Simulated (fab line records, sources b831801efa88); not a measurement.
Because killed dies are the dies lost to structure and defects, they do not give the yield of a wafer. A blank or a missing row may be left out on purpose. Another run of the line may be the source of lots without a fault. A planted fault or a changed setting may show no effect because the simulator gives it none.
Comparing a struck lot with a sound one + flow gf180mcu + 23 steps out of a route of 602
Sound: wafers L186.1, L186.2, L186.3. Struck: wafer L196.5 (left out: L196.4, L196.6 of the same lot, which were not struck); the cause appears at the end.
At each step with rows: each side's tool, then ch and its chambers, then its first start. Under that, the readings that differ: sound wafers + struck wafers + difference of the means + sigmas: that difference in standard deviations of wafers without a fault.
alike: readings with means less than 2 such deviations apart, plus words and numbers identical on both sides. not compared: withheld readings, readings lacking a value on some wafer, bounds such as >300 that could conceal the same value, and numbers that have no deviation in the record and whose values overlap.
Wherever a step has rows on one side only, a row that says differs or no value, or a row with sigmas, the two part there. Numbers that have no deviation but don't overlap get no sigmas and don't part them. Lack of a reading on every wafer of one side parts them only where that side has two or more wafers.

first, 4 steps without rows for these wafers: GF_TOP_METAL_SOFTBAKE_10 (time 60 s); GF_TOP_METAL_EXPOSE_11 (exposes mask MetalTop, target cd 440 nm); GF_TOP_METAL_PEB_12; GF_TOP_METAL_DEVELOP_13 (develop time 60 s).
GF_TOP_METAL_CD_MEAS_14 targets a cd of 440 nm.
  sound on cd sem-02 at day 30 03:48; struck on cd sem-01 at day 33 02:37
  alike: cd nm
GF_TOP_METAL_OVL_MEAS_15:
  sound on overlay-01 at day 30 03:55; struck on overlay-02 at day 33 02:41
  alike: TOP_METAL_OVL
GF_TOP_METAL_METAL_ETCH_16: etches the open film in Cl2/BCl3, stops on SiO2, target depth 1197 nm, time 199.5 s.
  sound on rie metal-01 ch 0,1, day 30 03:58; struck on rie metal-03 ch 1, day 33 02:46
  alike: bias w, drypump motor current A, he backside leak sccm, oes product au, throttle valve pct
  not compared: rf hours counter h
GF_TOP_METAL_STRIP_17: strips in O2/N2.
  sound on plasma asher-01 ch 0,1, day 30 04:09; struck on plasma asher-02 ch 1, day 33 02:56
| reading                     | sound          | struck | difference | sigmas |
|-----------------------------|----------------|--------|------------|--------|
| drypump motor current A (A) | 5.45 4.96 4.95 | 5.99   | +0.87      | +3     |
| heater power w (W)          | 309 295 297    | 430    | +130       | +4     |
  alike: o2 flow sccm, oes product au, strip time to endpoint s
  not compared: rf hours counter h
then, 2 steps without rows for these wafers: GF_TOP_METAL_STRIP_18 (strips in post etch residue remover, time 1200 s); GF_TOP_METAL_CLEAN_19 (cleans in DIW).
GF_PASSIVATION_CVD_00: deposits SiO2 from TEOS, target thk 1000 nm, time 111.95 s.
  sound on pecvd-03 ch 0,1,2, day 30 04:43; struck on pecvd-03 ch 1, day 33 03:31
  alike: heater power w
GF_PASSIVATION_THK_MEAS_01:
  sound on film metro-04 at day 30 04:48; struck on film metro-02 at day 33 03:35
  alike: PASSIVATION_CVD_00_THK
GF_PASSIVATION_CVD_02: deposits Si3N4, target thk 700 nm, time 486.18 s.
  sound on pecvd-02 ch 0,1,2, day 30 04:52; struck on pecvd-02 ch 0, day 33 03:45
| reading                                       | sound         | struck | difference | sigmas |
|-----------------------------------------------|---------------|--------|------------|--------|
| model.Si3N4_of_PASSIVATION_CVD_02.thk nm (nm) | 687.1 689 702 | 877.2  | +184.5     |        |
  alike: heater power w
GF_PASSIVATION_THK_MEAS_03:
  sound on film metro-01 at day 30 05:09; struck on film metro-04 at day 33 03:56
| reading                     | sound       | struck | difference | sigmas |
|-----------------------------|-------------|--------|------------|--------|
| PASSIVATION_CVD_02_THK (nm) | 688 689 702 | 877    | +184       | +22    |
then, 7 steps without rows for these wafers: GF_PASSIVATION_DEHYDRATE_04 (time 60 s); GF_PASSIVATION_HMDS_05 (prime time 60 s); GF_PASSIVATION_COAT_06 (resist thk 4000 nm); GF_PASSIVATION_SOFTBAKE_07; GF_PASSIVATION_EXPOSE_08 (exposes mask Pad, target cd 40000 nm); GF_PASSIVATION_PEB_09; GF_PASSIVATION_DEVELOP_10 (develop time 60 s).
GF_PASSIVATION_ETCH_11: etches the open film in CF4/O2, stops on TiN, target depth 2040 nm, time 453.3 s.
  sound on rie diel-04 ch 0,2,3, day 30 22:47; struck on rie diel-01 ch 1, day 33 19:11
| reading               | sound             | struck | difference | sigmas |
|-----------------------|-------------------|--------|------------|--------|
| oes product au (a.u.) | 0.993 0.986 0.979 | 0.946  | -0.040     | -7     |
  alike: bias w, drypump motor current A, throttle valve pct
  not compared: rf hours counter h
GF_PASSIVATION_STRIP_12: strips in O2/N2.
  sound on plasma asher-01 ch 0,1, day 30 23:04; struck on plasma asher-02 ch 0, day 33 19:29
| reading                     | sound       | struck | difference | sigmas |
|-----------------------------|-------------|--------|------------|--------|
| drypump motor current A (A) | 5.0 5.5 5.0 | 6.0    | +0.8       | +2     |
  alike: heater power w, o2 flow sccm, oes product au, strip time to endpoint s
  not compared: rf hours counter h

== WHERE THEY PART ==
First at GF_TOP_METAL_STRIP_17; last, within this record, at GF_PASSIVATION_STRIP_12.

WHY: what the simulator had put in
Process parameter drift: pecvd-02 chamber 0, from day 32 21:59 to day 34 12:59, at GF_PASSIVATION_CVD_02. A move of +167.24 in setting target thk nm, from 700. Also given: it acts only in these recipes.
